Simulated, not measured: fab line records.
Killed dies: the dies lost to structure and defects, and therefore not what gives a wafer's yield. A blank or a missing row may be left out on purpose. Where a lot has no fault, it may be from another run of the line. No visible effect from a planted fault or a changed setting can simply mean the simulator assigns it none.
fab line records | flow gf180mcu
record: lots: 14 | wafers: 42 | lastDay: 34
route steps=602 shown M5@533 V5@552 TOP_METAL@567
lots that met no fault: taken from a fault-free run of the same line
startH: hours from the record's first day to the start of the lot's first wafer shown | waitH: hours elapsed since this lot's preceding step | " as in the row above | L1.1+2: a row that stands for several wafers | - value missing, or start not given | * or withheld: withheld | < > ~ a bound
route shown NAME@n: a module of which the file shows steps, and the number in the route of the first | usual: the fault-free wafers' mean and standard deviation | same: alike in all rows | chamber/n: place in a boat | sites: readings site by site | _std_site: how widely they spread, as a standard deviation | _edge_site: outer sites' mean less inner sites' | radiusMm: for every site, how far away it sits from the centre of the wafer | mask NAME#n: copy n | behind: the most recent tool/chamber to have shaped the wafer | hold: what put the lot on hold/how long, in hours/how the hold closed | device: names the non-switching transistor (n, p or np) | end of line: tests run on the same wafers once the route is complete | step lacking rows: just its recipe | killed: dies lost to structure and defects at the first sort, not the wafer's yield | map: a wafer's dies, x killed, . not, _ none there
set.NAME: the setting the step ran with; set.NAME@STEP: the setting that earlier step ran with | model.NAME: the simulator's own value behind a step, which no gauge read
a sample of lots followed through the steps of the route, with each step as a table and each wafer as a row
services: when a tool's chamber went out of use (startH, in hours from the record's first day, below 0 if earlier), for how many hours, and the reason
== steps ==
step: GF_M5_CD_MEAS_07
recipe: targetCdNm: 280
usual: cdNm: 279.4/1.2
lot.wafer | tool     | chamber | startH | waitH | cdNm
L518.2    | cdSem-02 | -       | 615.18 | 0.1   | 279.2
L518.3    | "        | -       | "      | "     | 279.0
L518.4    | "        | -       | "      | "     | 279.4
L519.2    | cdSem-02 | -       | 625.11 | 0.1   | 278.2
L519.5    | "        | -       | "      | "     | 279.3
L519.6    | "        | -       | "      | "     | 278.9
L522.1    | cdSem-01 | -       | 642.79 | 0.1   | 280.7
L522.2    | "        | -       | "      | "     | 279.4
L522.3    | "        | -       | "      | "     | 279.1
L523.3    | cdSem-02 | -       | 650.05 | 0.1   | 281.1
L523.4    | "        | -       | "      | "     | 278.8
L523.5    | "        | -       | "      | "     | 279.1
L524.1    | cdSem-02 | -       | 662.69 | 0.1   | 280.7
L524.2    | "        | -       | "      | "     | 280.0
L524.6    | "        | -       | "      | "     | 280.2
L526.1    | cdSem-01 | -       | 673.11 | 0.1   | 278.8
L526.2    | "        | -       | "      | "     | 278.1
L526.3    | "        | -       | "      | "     | 278.4
L528.1    | cdSem-02 | -       | 681.76 | 0.1   | 279.0
L528.2    | "        | -       | "      | "     | 278.1
L528.3    | "        | -       | "      | "     | 279.1
L527.1    | cdSem-01 | -       | 682.11 | 0.1   | 282.6
L527.3    | "        | -       | "      | "     | 280.9
L527.5    | "        | -       | "      | "     | 282.2
L529.4    | cdSem-02 | -       | 692.50 | 0.1   | 279.9
L529.5    | "        | -       | "      | "     | 279.7
L529.6    | "        | -       | "      | "     | 280.1
L534.2    | cdSem-01 | -       | 724.75 | 0.1   | 280.7
L534.3    | "        | -       | "      | "     | 280.9
L534.4    | "        | -       | "      | "     | 281.1
L535.2    | cdSem-02 | -       | 730.66 | 0.1   | 278.1
L535.3    | "        | -       | "      | "     | 280.9
L535.6    | "        | -       | "      | "     | 280.4
L536.1    | cdSem-01 | -       | 738.71 | 0.1   | 277.9
L536.3    | "        | -       | "      | "     | 278.3
L536.4    | "        | -       | "      | "     | 278.7
L540.2    | cdSem-01 | -       | 756.05 | 0.1   | 279.3
L540.4    | "        | -       | "      | "     | 277.7
L540.6    | "        | -       | "      | "     | 278.1
L541.3    | cdSem-01 | -       | 761.82 | 0.1   | 279.5
L541.5    | "        | -       | "      | "     | 277.8
L541.6    | "        | -       | "      | "     | 279.1
step: GF_V5_PEB_12
recipe: pebTempC: 135 | pebTimeS: 90 | resist: KrF
usual: chillPlateTempC: 22.99/0.1 | exhaustPa: 44.8/0.77 | pebTimeS: 90/0
lot.wafer | tool          | chamber | startH | waitH | chillPlateTempC | exhaustPa | pebTimeS
L518.2    | lithoTrack-01 | 0       | 636.42 | -     | 23.07           | 45.5      | 90
L518.3    | "             | 0       | "      | "     | 23.16           | 45.1      | 90
L518.4    | "             | 0       | "      | "     | 23.00           | 45.5      | 90
L519.2    | lithoTrack-04 | 0       | 646.59 | -     | 23.09           | 44.2      | 90
L519.5    | "             | 0       | "      | "     | 23.07           | 43.4      | 90
L519.6    | "             | 0       | "      | "     | 23.13           | 44.0      | 90
L522.1    | lithoTrack-03 | 0       | 663.11 | -     | 22.92           | 45.0      | 90
L522.2    | "             | 0       | "      | "     | 22.95           | 45.0      | 90
L522.3    | "             | 0       | "      | "     | 23.05           | 43.9      | 90
L523.3    | lithoTrack-04 | 0       | 670.58 | -     | 23.05           | 44.5      | 90
L523.4    | "             | 0       | "      | "     | 23.01           | 45.5      | 90
L523.5    | "             | 0       | "      | "     | 22.97           | 45.6      | 90
L524.1    | lithoTrack-04 | 0       | 683.21 | -     | 22.91           | 44.3      | 90
L524.2    | "             | 0       | "      | "     | 22.93           | 44.6      | 90
L524.6    | "             | 0       | "      | "     | 22.92           | 44.4      | 90
L526.1    | lithoTrack-01 | 0       | 694.24 | -     | 23.02           | 45.3      | 90
L526.2    | "             | 0       | "      | "     | 23.06           | 46.6      | 90
L526.3    | "             | 0       | "      | "     | 23.04           | 45.8      | 90
L528.1    | lithoTrack-03 | 0       | 702.31 | -     | 23.13           | 43.2      | 90
L528.2    | "             | 0       | "      | "     | 23.03           | 42.4      | 90
L528.3    | "             | 0       | "      | "     | 22.95           | 45.1      | 90
L527.1    | lithoTrack-04 | 0       | 703.46 | -     | 23.09           | 44.9      | 90
L527.3    | "             | 0       | "      | "     | 23.03           | 44.7      | 90
L527.5    | "             | 0       | "      | "     | 23.11           | 45.0      | 90
L529.4    | lithoTrack-04 | 0       | 712.01 | -     | 23.17           | 44.7      | 90
L529.5    | "             | 0       | "      | "     | 23.07           | 45.6      | 90
L529.6    | "             | 0       | "      | "     | 23.02           | 46.0      | 90
L534.2    | lithoTrack-04 | 0       | 743.59 | -     | 23.16           | 45.3      | 90
L534.3    | "             | 0       | "      | "     | 22.94           | 45.5      | 90
L534.4    | "             | 0       | "      | "     | 22.97           | 44.4      | 90
L535.2    | lithoTrack-04 | -       | 749.04 | -     | -               | -         | -
L535.3    | "             | -       | "      | "     | -               | -         | -
L535.6    | "             | -       | "      | "     | -               | -         | -
L536.1    | lithoTrack-01 | -       | 756.14 | -     | -               | -         | -
L536.3    | "             | -       | "      | "     | -               | -         | -
L536.4    | "             | -       | "      | "     | -               | -         | -
L540.2    | lithoTrack-04 | 0       | 773.59 | -     | 22.94           | 45.3      | 90
L540.4    | "             | 0       | "      | "     | 22.94           | 45.0      | 90
L540.6    | "             | 0       | "      | "     | 22.87           | 44.1      | 90
L541.3    | lithoTrack-01 | 0       | 778.15 | -     | 22.94           | 44.6      | 90
L541.5    | "             | 0       | "      | "     | 23.06           | 43.6      | 90
L541.6    | "             | 0       | "      | "     | 22.81           | 44.4      | 90
step: GF_V5_CD_MEAS_14
recipe: targetCdNm: 260
usual: cdNm: 260.2/1.1
lot.wafer | tool     | chamber | startH | waitH | cdNm
L518.2    | cdSem-01 | -       | 636.76 | 0.1   | 262.0
L518.3    | "        | -       | "      | "     | 261.1
L518.4    | "        | -       | "      | "     | 261.3
L519.2    | cdSem-02 | -       | 646.93 | 0.1   | 260.2
L519.5    | "        | -       | "      | "     | 259.0
L519.6    | "        | -       | "      | "     | 258.6
L522.1    | cdSem-01 | -       | 663.46 | 0.1   | 260.3
L522.2    | "        | -       | "      | "     | 260.0
L522.3    | "        | -       | "      | "     | 260.1
L523.3    | cdSem-01 | -       | 670.90 | 0.1   | 259.1
L523.4    | "        | -       | "      | "     | 259.9
L523.5    | "        | -       | "      | "     | 259.6
L524.1    | cdSem-01 | -       | 683.56 | 0.1   | 260.0
L524.2    | "        | -       | "      | "     | 260.4
L524.6    | "        | -       | "      | "     | 260.8
L526.1    | cdSem-02 | -       | 694.59 | 0.1   | 262.2
L526.2    | "        | -       | "      | "     | 261.9
L526.3    | "        | -       | "      | "     | 260.9
L528.1    | cdSem-02 | -       | 702.66 | 0.1   | 259.5
L528.2    | "        | -       | "      | "     | 259.9
L528.3    | "        | -       | "      | "     | 260.6
L527.1    | cdSem-01 | -       | 703.81 | 0.1   | 258.8
L527.3    | "        | -       | "      | "     | 259.0
L527.5    | "        | -       | "      | "     | 260.1
L529.4    | cdSem-01 | -       | 712.32 | 0.1   | 261.1
L529.5    | "        | -       | "      | "     | 260.1
L529.6    | "        | -       | "      | "     | 259.7
L534.2    | cdSem-02 | -       | 743.93 | 0.1   | 260.8
L534.3    | "        | -       | "      | "     | 261.4
L534.4    | "        | -       | "      | "     | 260.3
L535.2    | cdSem-01 | -       | 749.38 | 0.1   | -
L535.3    | "        | -       | "      | "     | -
L535.6    | "        | -       | "      | "     | -
L536.1    | cdSem-01 | -       | 756.49 | 0.1   | -
L536.3    | "        | -       | "      | "     | -
L536.4    | "        | -       | "      | "     | -
L540.2    | cdSem-02 | -       | 773.93 | 0.1   | 259.1
L540.4    | "        | -       | "      | "     | 260.0
L540.6    | "        | -       | "      | "     | 259.7
L541.3    | cdSem-02 | -       | 778.47 | 0.1   | 259.3
L541.5    | "        | -       | "      | "     | 259.6
L541.6    | "        | -       | "      | "     | 258.2
step: GF_TOP_METAL_SPUTTER_00
recipe: material: Ti | targetThkNm: 37.5 | arrivingIonEnergyEv: 80 | substrateTempC: 200 | chamberPressurePa: 2 | powerW: 4000 | timeS: 150
usual: throttleValvePct: 30.0/1.3
lot.wafer | tool          | chamber | startH | waitH | throttleValvePct
L518.2    | pvdSputter-03 | -       | 638.27 | 0.1   | 28.3
L518.3    | "             | -       | "      | "     | 29.0
L518.4    | "             | -       | "      | "     | 31.1
L519.2    | pvdSputter-03 | -       | 648.45 | 0.1   | 31.1
L519.5    | "             | -       | "      | "     | 30.9
L519.6    | "             | -       | "      | "     | 29.2
L522.1    | pvdSputter-01 | -       | 665.01 | 0.2   | 31.9
L522.2    | "             | -       | "      | "     | 28.1
L522.3    | "             | -       | "      | "     | 29.4
L523.3    | pvdSputter-02 | -       | 672.43 | 0.1   | 30.1
L523.4    | "             | -       | "      | "     | 31.9
L523.5    | "             | -       | "      | "     | 31.7
L524.1    | pvdSputter-02 | -       | 685.10 | 0.1   | 32.0
L524.2    | "             | -       | "      | "     | 30.0
L524.6    | "             | -       | "      | "     | 30.2
L526.1    | pvdSputter-03 | -       | 696.12 | 0.1   | 28.9
L526.2    | "             | -       | "      | "     | 30.9
L526.3    | "             | -       | "      | "     | 30.3
L528.1    | pvdSputter-01 | -       | 704.19 | 0.1   | 27.9
L528.2    | "             | -       | "      | "     | 31.8
L528.3    | "             | -       | "      | "     | 29.6
L527.1    | pvdSputter-01 | -       | 705.35 | 0.1   | 29.4
L527.3    | "             | -       | "      | "     | 32.3
L527.5    | "             | -       | "      | "     | 31.8
L529.4    | pvdSputter-03 | -       | 713.87 | 0.2   | 31.0
L529.5    | "             | -       | "      | "     | 30.3
L529.6    | "             | -       | "      | "     | 27.9
L534.2    | pvdSputter-02 | -       | 745.82 | 0.2   | 30.9
L534.3    | "             | -       | "      | "     | 30.7
L534.4    | "             | -       | "      | "     | 32.0
L540.2    | pvdSputter-02 | -       | 775.44 | 0.1   | 30.7
L540.4    | "             | -       | "      | "     | 31.0
L540.6    | "             | -       | "      | "     | 30.9
L541.3    | pvdSputter-01 | -       | 779.97 | 0.1   | 28.1
L541.5    | "             | -       | "      | "     | 29.1
L541.6    | "             | -       | "      | "     | 29.4
== services ==
tool          | chamber | startH | hours | kind
pvdSputter-02 | -       | 662.46 | 2.6   | repair
pvdSputter-02 | -       | 750.58 | 2.0   | repair
== key ==
firstSign: step: GF_V5_PEB_12 | reading: toolRecord | direction: missing
effect none on later readings
metAt GF_V5_PEB_12
struckLots L535,L536
laterRowsLeftOut L535.2,L535.3,L535.6,L536.1,L536.3,L536.4
sortLeftOut L535.2,L535.3,L535.6,L536.1,L536.3,L536.4
notActingAt GF_M5_CD_MEAS_07,GF_V5_CD_MEAS_14,GF_TOP_METAL_SPUTTER_00
onsetBetween 743.59 749.04
fault: kind: skippedStepWhole | tool: lithoTrack-01,lithoTrack-04 | chamber: - | onsetH: 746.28 | steps: GF_V5_PEB_12 | scope: struckLotsOnly
sortLeftOut: the simulated sort isn't trusted on such a fault, so these wafers' sort isn't shown, and their yield isn't known
laterRowsLeftOut: the simulator's readings of these wafers behind a module that went badly wrong aren't trusted and aren't shown, but for the sort
